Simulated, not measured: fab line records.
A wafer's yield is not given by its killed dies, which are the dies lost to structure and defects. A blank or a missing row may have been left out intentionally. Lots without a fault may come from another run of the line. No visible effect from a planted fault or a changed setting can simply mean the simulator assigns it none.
Which of the tools did it? | flow sky130 | Sampling: 13 lots, 39 wafers, 5 of 708 route steps

WHAT THE GAUGES SHOWED, per wafer
SKY_LDD_HVN_OVL_MEAS_07.
lot  | measured     | on         | LDD_HVN_OVL (nm)
L169 | day 19 23:42 | overlay-02 | -2.3 -1.7 -1.1
L170 | day 20 08:41 | overlay-01 | 3.4 2.9 1.3
L171 | day 20 20:35 | overlay-01 | 0.0 1.0 0.4
L172 | day 21 12:47 | overlay-01 | 0.3 0.6 1.8
L173 | day 21 22:56 | overlay-02 | -0.6 0.6 0.9
L174 | day 22 03:59 | overlay-02 | -1.4 -2.5 -1.7
L175 | day 22 11:29 | overlay-01 | 1.8 0.7 0.4
L176 | day 23 12:09 | overlay-01 | -0.6 1.2 0.1
L178 | day 23 17:27 | overlay-02 | 2.0 1.7 0.9
L183 | day 25 14:40 | overlay-02 | -0.8 1.1 -1.5
L189 | day 27 17:20 | overlay-02 | 0.7 0.7 0.0
L190 | day 27 23:41 | overlay-02 | -0.8 -0.4 1.8
L191 | day 29 15:03 | overlay-02 | 0.1 -1.0 3.9

SKY_LDD_HVP_OVL_MEAS_07.
lot  | measured     | on         | LDD_HVP_OVL (nm)
L169 | day 21 06:08 | overlay-02 | 1.0 0.5 2.2
L170 | day 21 15:26 | overlay-01 | 0.6 -0.2 1.1
L171 | day 22 03:13 | overlay-01 | 0.5 2.0 2.0
L172 | day 22 20:23 | overlay-01 | 0.1 0.7 -1.8
L173 | day 23 05:42 | overlay-01 | -1.2 0.1 0.5
L174 | day 23 10:44 | overlay-02 | -0.4 0.1 -1.2
L175 | day 23 17:50 | overlay-01 | 40.3 40.8 43.7
L176 | day 24 16:47 | overlay-02 | 41.4 40.3 39.0
L178 | day 24 21:43 | overlay-01 | 43.5 39.7 40.6
L183 | day 26 19:35 | overlay-01 | -0.4 0.0 0.9
L189 | day 28 21:30 | overlay-01 | -1.0 -0.5 -1.6
L190 | day 29 03:35 | overlay-02 | -1.1 -3.1 -3.2
L191 | day 30 19:36 | overlay-01 | 1.1 -0.9 -1.4

SKY_SPACER_THK_MEAS_01.
lot  | measured     | on            | SPACER_CVD_00_THK (nm)
L169 | day 22 15:34 | film-metro-02 | 43.2 43.1 42.6
L170 | day 23 03:02 | film-metro-03 | 43.4 43.7 43.4
L171 | day 24 15:16 | film-metro-02 | 43.2 43.2 43.1
L172 | day 24 15:16 | film-metro-04 | 43.4 43.6 44.1
L173 | day 24 15:17 | film-metro-03 | 42.9 42.9 42.9
L174 | day 24 18:53 | film-metro-03 | 44.3 44.2 44.3
L175 | day 25 01:16 | film-metro-03 | 43.0 43.1 42.9
L176 | day 26 00:10 | film-metro-04 | 43.6 43.8 43.6
L178 | day 26 07:00 | film-metro-04 | 43.0 43.2 43.3
L183 | day 28 02:22 | film-metro-02 | 43.4 43.2 43.2
L189 | day 30 02:20 | film-metro-04 | 43.3 43.6 43.3
L190 | day 30 09:44 | film-metro-02 | 42.9 42.7 42.9
L191 | day 32 01:34 | film-metro-04 | 43.3 43.0 43.2

WHICH TOOL RAN EACH LOT (tool, then ch and the chambers of the sampled wafers, then the start)
lot  | SKY_LDD_HVP_EXPOSE_04               | SKY_LDD_LDN_STRIP_12
L169 | iline-stepper-02 ch 0, day 20 15:02 | plasma-asher-01 ch 0,1, day 22 13:41
L170 | iline-stepper-02 ch 0, day 21 00:23 | plasma-asher-01 ch 0,1, day 22 23:23
L171 | iline-stepper-01 ch 0, day 21 11:49 | plasma-asher-04 ch 0,1, day 23 10:11
L172 | iline-stepper-02 ch 0, day 22 05:19 | plasma-asher-01 ch 0,1, day 24 03:14
L173 | iline-stepper-01 ch 0, day 22 14:44 | plasma-asher-02 ch 0,1, day 24 11:56
L174 | iline-stepper-02 ch 0, day 22 18:50 | plasma-asher-02 ch 0,1, day 24 16:25
L175 | iline-stepper-01 ch 0, day 23 03:07 | plasma-asher-04 ch 0,1, day 24 22:40
L176 | iline-stepper-01 ch 0, day 24 02:58 | plasma-asher-02 ch 0,1, day 25 22:44
L178 | iline-stepper-01 ch 0, day 24 08:40 | plasma-asher-02 ch 0,1, day 26 04:51
L183 | iline-stepper-02 ch 0, day 26 05:43 | plasma-asher-02 ch 0,1, day 28 00:29
L189 | iline-stepper-02 ch 0, day 28 08:47 | plasma-asher-02 ch 0,1, day 30 00:56
L190 | iline-stepper-02 ch 0, day 28 14:14 | plasma-asher-02 ch 1, day 30 08:19
L191 | iline-stepper-02 ch 0, day 30 05:20 | plasma-asher-04 ch 0,1, day 32 00:10
- SKY_LDD_HVP_EXPOSE_04: exposes mask HVPTM, target cd 700 nm.
- SKY_LDD_LDN_STRIP_12: strips in O2/N2.

WHAT THE TOOLS THEMSELVES READ (means of the sampled wafers that have a number; where no wafer has one, the mark that the record gives instead)
SKY_LDD_LDN_STRIP_12.
lot  | tool            | drypump-motor-current-A (A) | oes-product-au (a.u.) | strip-time-to-endpoint-s (s)
L169 | plasma-asher-01 | 6.0                         | 0.714                 | 14.10
L170 | plasma-asher-01 | 6.0                         | 0.715                 | 14.21
L171 | plasma-asher-04 | 5.2                         | 0.715                 | 14.21
L172 | plasma-asher-01 | 5.8                         | 0.717                 | 14.22
L173 | plasma-asher-02 | 5.9                         | 0.716                 | 14.24
L174 | plasma-asher-02 | 5.9                         | 0.719                 | 14.16
L175 | plasma-asher-04 | 5.2                         | 0.712                 | 14.22
L176 | plasma-asher-02 | 5.9                         | 0.715                 | 14.18
L178 | plasma-asher-02 | 6.0                         | 0.714                 | 14.21
L183 | plasma-asher-02 | 5.9                         | 0.716                 | 14.20
L189 | plasma-asher-02 | 6.0                         | 0.711                 | 14.19
L190 | plasma-asher-02 | 6.1                         | 0.715                 | 14.18
L191 | plasma-asher-04 | 5.5                         | 0.721                 | 14.25

THE ANSWER, worked out from the rows above alone
Rule: usual is defined by the lots themselves. The widest of any qualifying gaps counts: lots, ordered by their means at a reading, are off when they make up no more than a third of the lots, leave a main group of 4 or more, and stand apart from it by 3 or more times the standard deviation of that group's means. If all means in a main group match to the digits the tables above print for the reading, that group is not used. A lot without any number at a reading at which 4 lots or more have one is off too. Any other lot the step has rows for is counted as sound. The gauges are gone through in route order, then the tools' own readings, and for those a lot's mean is taken as printed above. At the first step where some lot is off, the reading lying furthest off is the one used; lots without a number count as furthest.
Off: L175, L176, L178, at SKY_LDD_HVP_OVL_MEAS_07 (LDD_HVP_OVL). The main group: mean -0.2 nm, standard deviation 1.1.
If a tool, at a process step before that reading, ran all the lots that are off and no sound lot after the first of them, it fits. Those tools and the gauges at SKY_LDD_HVP_OVL_MEAS_07 are tried in the same way. One fits: SKY_LDD_HVP_EXPOSE_04 on iline-stepper-01. A fault onset in the window from L173 (day 22 14:44, its last sound lot) to L175 (day 23 03:07, its first lot off) fits.

WHAT WAS PUT IN BY THE SIMULATOR
Scanner matching overlay: iline-stepper-01, from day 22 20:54 on, at SKY_LDD_HVP_EXPOSE_04. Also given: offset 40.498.
Shown lots that were struck: L175, L176, L178. The rule above found the same.
